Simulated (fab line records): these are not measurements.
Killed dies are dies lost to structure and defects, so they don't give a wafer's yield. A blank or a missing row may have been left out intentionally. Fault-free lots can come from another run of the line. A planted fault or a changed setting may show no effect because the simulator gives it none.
What tool caused it? :: flow gf180mcu :: at 1 step of a route of 602, 14 lots with 42 wafers sampled

== WHAT EACH GAUGE READ, for each wafer ==
GF_MVSD_OVL_MEAS_07.
lot: L539
measured: day 4 13:37
on: overlay-01
MVSD_OVL (nm): -0.3 -1.4 -2.9

lot: L541
measured: day 5 01:25
on: overlay-01
MVSD_OVL (nm): -0.4 -0.9 -0.5

lot: L543
measured: day 5 13:19
on: overlay-02
MVSD_OVL (nm): -0.4 0.6 -0.8

lot: L544
measured: day 5 18:14
on: overlay-01
MVSD_OVL (nm): 0.7 -1.2 -0.8

lot: L548
measured: day 6 17:46
on: overlay-02
MVSD_OVL (nm): -1.8 -0.7 -0.5

lot: L550
measured: day 7 03:47
on: overlay-01
MVSD_OVL (nm): -1.7 -0.6 -0.3

lot: L551
measured: day 7 07:08
on: overlay-01
MVSD_OVL (nm): -1.6 -1.9 -0.2

lot: L555
measured: day 8 08:25
on: overlay-02
MVSD_OVL (nm): -0.8 -2.3 -1.4

lot: L556
measured: day 8 13:19
on: overlay-01
MVSD_OVL (nm): -2.9 -3.7 -1.5

lot: L557
measured: day 8 18:10
on: overlay-01
MVSD_OVL (nm): 0.4 -2.7 -2.7

lot: L559
measured: day 9 06:01
on: overlay-02
MVSD_OVL (nm): -1.3 -1.4 0.3

lot: L560
measured: day 9 11:02
on: overlay-02
MVSD_OVL (nm): -0.7 -1.9 -2.1

lot: L561
measured: day 9 16:10
on: overlay-02
MVSD_OVL (nm): -4.0 -1.3 -2.9

lot: L562
measured: day 9 23:46
on: overlay-01
MVSD_OVL (nm): 0.6 -1.0 0.4

== WHAT TOOL EACH LOT RAN ON (gives the tool, then ch and the chambers of the sampled wafers, and finally the start) ==
The record shows no process step preceding these readings.

== WHAT THE TOOLS THEMSELVES READ (means of the sampled wafers that have a number; where no wafer has one, the mark that the record gives instead) ==
The record holds no such reading with a usual standard deviation.

== THE ANSWER, worked out from the rows above alone ==
Rule: usual is defined by the lots themselves. Put in order of their means at a reading, lots are off if they are a third of the lots or fewer, leave a main group of 4 or more, and stand apart from it by a gap of 3 or more times the standard deviation of the main group's means; of several such gaps the widest counts. A main group is skipped when, at the precision printed for the reading in the tables above, its means are all equal. A lot without any number at a reading at which 4 lots or more have one is off too. Where the step has rows for the other lots, those lots are counted as sound. Order of review: gauges by route order, followed by the tools' own readings, for which a lot's mean as printed above is used. The first step at which some lot is off is used, and at that step the reading that is off furthest; a lot without a number counts as furthest.
Across all readings shown, no lot is off: no conclusion can be drawn from this.

== WHAT WAS PUT IN BY THE SIMULATOR ==
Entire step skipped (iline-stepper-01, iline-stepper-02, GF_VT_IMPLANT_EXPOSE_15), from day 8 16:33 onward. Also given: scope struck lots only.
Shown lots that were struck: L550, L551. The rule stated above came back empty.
